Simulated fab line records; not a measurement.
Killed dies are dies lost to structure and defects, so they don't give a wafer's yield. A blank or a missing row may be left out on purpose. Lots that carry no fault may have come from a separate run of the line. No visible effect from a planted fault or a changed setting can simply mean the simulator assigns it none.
Comparing a struck lot with a sound one + flow gf180mcu + 14 out of 602 route steps
Sound: these wafers, L375.3, L375.5, L375.6. Wafers L367.2, L367.3, L367.5 were the ones struck. The cause is given at the end.
At each step with rows: each side's tool, then ch and its chambers, then its first start. Under that, the readings that differ: sound wafers + struck wafers + difference of the means + sigmas: that difference in standard deviations of wafers without a fault.
alike: words and numbers the same on both sides, and readings whose means are apart by under 2 such deviations; not compared: readings that were withheld, readings missing a value for some wafer, numbers with overlapping values and no deviation given by the record, and bounds like >300 which may hide the same value.
Wherever a step has rows on one side only, a row that says differs or no value, or a row with sigmas, the two part there. Non-overlapping numbers with no deviation appear without sigmas and do not part them. A reading that every wafer of one side lacks parts them only if that side has two wafers or more.

GF_M4_SPUTTER_00: material Ti, target thk 37.5 nm, time 150 s.
  sound: pvd-sputter-02 at day 26 16:46; struck: pvd-sputter-01 at day 24 03:38
  alike: chamber-pressure-pa, substrate-temp-c, throttle-valve-pct
GF_M4_SPUTTER_01: material TiN, target thk 30 nm, time 25 s.
  sound: pvd-sputter-02 at day 26 16:52; struck: pvd-sputter-01 at day 24 03:44
  alike: chamber-pressure-pa, throttle-valve-pct
GF_M4_SPUTTER_02: material AlCu, target thk 450 nm, time 23.9 s.
  sound: pvd-sputter-02 at day 26 16:54; struck: pvd-sputter-01 at day 24 03:46
  alike: chamber-pressure-pa, throttle-valve-pct
GF_M4_SPUTTER_03: material Ti, target thk 10 nm, time 6.7 s.
  sound: pvd-sputter-02 at day 26 16:56; struck: pvd-sputter-01 at day 24 03:48
  alike: chamber-pressure-pa, substrate-temp-c, throttle-valve-pct
GF_M4_SPUTTER_04: material TiN, target thk 50 nm, time 41.7 s.
  sound: pvd-sputter-02 at day 26 16:57; struck: pvd-sputter-01 at day 24 03:49
  alike: chamber-pressure-pa, throttle-valve-pct
GF_M4_RS_MEAS_05: measures by four-point-probe.
  sound: film-metro-01 at day 26 17:02; struck: film-metro-02 at day 24 03:53
  alike: M4_ALCU_RS
GF_M4_THK_MEAS_06: measures by xrf.
  sound: film-metro-01 at day 26 17:08; struck: film-metro-02 at day 24 03:59
  alike: M4_ALCU_THK
then, 5 steps without rows for these wafers: GF_M4_DEHYDRATE_07 (time 60 s); GF_M4_HMDS_08 (prime time 60 s); GF_M4_COAT_09 (resist thk 1000 nm); GF_M4_SOFTBAKE_10 (time 60 s); GF_M4_EXPOSE_11 (exposes mask Metal4, target cd 280 nm).
GF_M4_PEB_12: peb time 90 s.
  sound on litho-track-01 ch 0, day 27 12:38; struck on litho-track-03, day 25 00:52
  no value came back on the struck wafers for chill-plate-temp-C (C), exhaust-pa (Pa); on the sound wafers chill-plate-temp-C (C) reads 22.98 22.87 22.94
then, 1 step without rows for these wafers: GF_M4_DEVELOP_13 (develop time 60 s).

## WHERE THEY PART
Only at GF_M4_PEB_12, within this record.

WHY: what the simulator had put in
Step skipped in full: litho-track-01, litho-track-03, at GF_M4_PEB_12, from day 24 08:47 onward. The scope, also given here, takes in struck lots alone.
